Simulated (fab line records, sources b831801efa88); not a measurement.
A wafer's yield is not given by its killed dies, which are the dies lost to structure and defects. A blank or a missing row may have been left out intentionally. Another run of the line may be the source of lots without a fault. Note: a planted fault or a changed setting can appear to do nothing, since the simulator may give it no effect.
A struck lot beside a sound one    flow sky130    16 out of 708 route steps
Sound: wafers L187.2, L187.3, L187.5. Struck: wafers L195.1, L195.4 (left out: L195.6, a lot-mate that was not struck); the cause follows at the end.
At each step with rows: each side's tool, then ch and its chambers, then its first start. Under that, the readings that differ: sound wafers    struck wafers    difference of the means    sigmas: that difference in standard deviations of wafers without a fault.
alike: same words and numbers on both sides, and readings whose means sit less than 2 such deviations apart. not compared: any withheld reading, any reading some wafer has no value for, any bound like >300 that may hide the same value, and any number with overlapping values for which the record gives no deviation.
Wherever a step has rows on one side only, a row that says differs or no value, or a row with sigmas, the two part there. Numbers that don't overlap but have no deviation are shown without sigmas and don't part them. A reading missing from all wafers of one side parts the sides only when that side holds two or more wafers.

first, 3 steps without rows for these wafers: SKY_METAL1_EXPOSE_12 (exposes mask MM1, target cd 140 nm); SKY_METAL1_PEB_13; SKY_METAL1_DEVELOP_14 (develop time 60 s).
SKY_METAL1_CD_MEAS_15: target cd 140 nm.
  sound: cd_sem-02 at day 33 08:08; struck: cd_sem-01 at day 37 12:16
  alike: cd_nm
SKY_METAL1_OVL_MEAS_16:
  sound: overlay-02 at day 33 08:15; struck: overlay-02 at day 37 12:23
  alike: METAL1_OVL
SKY_METAL1_DESCUM_17: chemistry O2, time 8 s.
  sound on rie_metal-04 ch 0,1, day 33 08:17; struck on rie_metal-04 ch 0,1, day 37 12:26
  alike: drypump_motor_current_A, oes_product_au, rf_fwd_power_W, temp_c
  not compared: rf_hours_counter_h
SKY_METAL1_ETCH_18: etches BARC in N2/H2, stops on SiO2, time 45.9 s, target depth 60 nm.
  sound on rie_metal-04 ch 0,1, day 33 08:19; struck on rie_metal-04 ch 0,1, day 37 12:28
  alike: drypump_motor_current_A, oes_product_au, rf_fwd_power_W, throttle_valve_pct
  not compared: rf_hours_counter_h
SKY_METAL1_METAL_ETCH_19: etches the open film in Cl2/BCl3, stops on SiO2, target depth 360 nm, time 78 s.
  sound on rie_metal-04 ch 0,1, day 33 08:22; struck on rie_metal-04 ch 0,1, day 37 12:31
  alike: drypump_motor_current_A, oes_product_au, rf_fwd_power_W, throttle_valve_pct
  not compared: rf_hours_counter_h
SKY_METAL1_STRIP_20: strips in O2/N2.
  sound on plasma_asher-02 ch 0,1, day 33 08:28; struck on plasma_asher-03 ch 1, day 37 12:37
  alike: drypump_motor_current_A, oes_product_au, strip_time_to_endpoint_s
  not compared: rf_hours_counter_h
then, 3 steps without rows for these wafers: SKY_METAL1_STRIP_21 (strips in post etch residue remover, time 1200 s); SKY_METAL1_CLEAN_22 (cleans in IPA, time 180 s); SKY_METAL1_CLEAN_23 (cleans in O3/DIW).
SKY_VIA1_HDPCVD_00: deposits SiO2, target thk 1030 nm, time 171.7 s.
  sound on hdpcvd-01 ch 1,2, day 33 09:04; struck on hdpcvd-02 ch 1,2, day 37 13:13
reading                                   sound           struck     difference  sigmas
model.SiO2_of_VIA1_HDPCVD_00.thk_nm (nm)  1019 1022 1021  1329 1346  +317        
  alike: pressure_mtorr
SKY_VIA1_THK_MEAS_01:
  sound: film_metro-04 at day 33 09:11; struck: film_metro-04 at day 37 13:20
reading               sound           struck     difference  sigmas
VIA1_HDPCVD_THK (nm)  1019 1022 1020  1329 1346  +317        +24
SKY_VIA1_CMP_02: polishes SiO2.
  sound on cmp-02 ch 1,3, day 33 09:14; struck on cmp-01 ch 2,3, day 37 13:23
  alike: motor_current_A, slurry_flow_ml_min
-- the record jumps here: 12 days lie between the struck wafers' starts before and after (it left off in module VIA1 and takes up again in module PAD_OPEN, whose first step shown is number 708 of the route) --
SKY_PAD_OPEN_PROBE_99:
  sound: prober-01 at day 46 05:18; struck: prober-02 at day 49 12:27
  alike: defect_limited_yield, killed_at_M0_to_M3, killed_at_M4_up, killed_at_contacts, killed_at_front_end, killed_at_other, killed_dies, killed_open, killed_short, sort_bin_3_pad_short, sort_bin_5_function, sort_bin_6_memory, sort_n_pass, sort_yield_pct

## WHERE THEY PART
Only at SKY_VIA1_THK_MEAS_01, within this record. Later steps at which nothing parts them and some readings are alike: SKY_VIA1_CMP_02, SKY_PAD_OPEN_PROBE_99.

WHY: the cause the simulator had injected
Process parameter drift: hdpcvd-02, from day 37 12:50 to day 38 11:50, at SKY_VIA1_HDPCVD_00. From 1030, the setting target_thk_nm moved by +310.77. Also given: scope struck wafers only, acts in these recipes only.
